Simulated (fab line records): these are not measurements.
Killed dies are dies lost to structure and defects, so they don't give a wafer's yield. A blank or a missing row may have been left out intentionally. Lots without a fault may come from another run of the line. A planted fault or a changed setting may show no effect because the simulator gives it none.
A struck lot beside a sound one || flow gf180mcu || 15 steps out of a route of 602
Sound: wafers L193.1, L193.2, L193.3. Struck: wafers L181.1, L181.3, L181.6. The cause is named last.
Each step with rows lists, per side, the tool, then ch with its chambers, then its first start. Under that, the readings that differ: sound wafers || struck wafers || difference of the means || sigmas: that difference in standard deviations of wafers without a fault.
alike: words and numbers the same on both sides, and readings whose means are apart by under 2 such deviations; not compared: readings that were withheld, readings missing a value for some wafer, numbers with overlapping values and no deviation given by the record, and bounds like >300 which may hide the same value.
The two part at a step that has a row with sigmas, a row that says differs or no value, or rows on one side only. Numbers that don't overlap but have no deviation are shown without sigmas and don't part them. Lack of a reading on every wafer of one side parts them only where that side has two or more wafers.

first, 1 step without rows for these wafers: GF_NWELL_DEVELOP_06 (develop time 60 s).
GF_NWELL_OVL_MEAS_07:
  sound: overlay-02 at day 7 20:11; struck: overlay-01 at day 5 04:53
  alike: NWELL_OVL
then, 2 steps without rows for these wafers: GF_NWELL_IMPLANT_08; GF_NWELL_IMPLANT_09.
GF_NWELL_STRIP_10: strips in O2/N2.
  sound on plasma-asher-04 ch 0,1, day 7 20:32; struck on plasma-asher-02 ch 0,1, day 5 05:14
  alike: drypump-motor-current-A, heater-power-w, n2-flow-sccm, o2-flow-sccm, oes-product-au, strip-time-to-endpoint-s
  not compared: rf-hours-counter-h
GF_NWELL_TW_MEAS_11:
  sound: film-metro-04 at day 7 20:38; struck: film-metro-02 at day 5 05:20
  alike: NWELL_TW
then, 6 steps without rows for these wafers: GF_LVPWELL_DEHYDRATE_00 (time 60 s); GF_LVPWELL_HMDS_01 (prime time 60 s); GF_LVPWELL_COAT_02 (resist thk 3000 nm); GF_LVPWELL_SOFTBAKE_03; GF_LVPWELL_EXPOSE_04 (exposes mask LVPWELL, target cd 600 nm); GF_LVPWELL_PEB_05.
GF_LVPWELL_DEVELOP_06: develop time 60 s.
  sound on litho-track-04 ch 0, day 8 12:00; struck on litho-track-03 ch 0, day 5 19:00
{"reading": "developer-temp-C (C)", "sound": "23.18 23.19 23.20", "struck": "22.33 22.21 22.00", "difference": -1.01, "sigmas": -8}
GF_LVPWELL_OVL_MEAS_07:
  sound: overlay-01 at day 8 12:20; struck: overlay-02 at day 5 19:25
  alike: LVPWELL_OVL
-- the record jumps here: 26 days lie between the struck wafers' starts before and after (it left off in module LVPWELL and takes up again in module PASSIVATION, whose first step shown is number 602 of the route) --
GF_PASSIVATION_PROBE_99:
  record: rows for the struck wafers here (prober-01, day 31 13:46), none for the sound ones

== WHERE THEY PART ==
At GF_LVPWELL_DEVELOP_06 first; at GF_PASSIVATION_PROBE_99 last (within this record only).

WHY: what the simulator had put in
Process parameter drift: litho-track-03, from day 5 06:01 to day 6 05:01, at GF_LVPWELL_DEVELOP_06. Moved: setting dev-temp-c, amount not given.
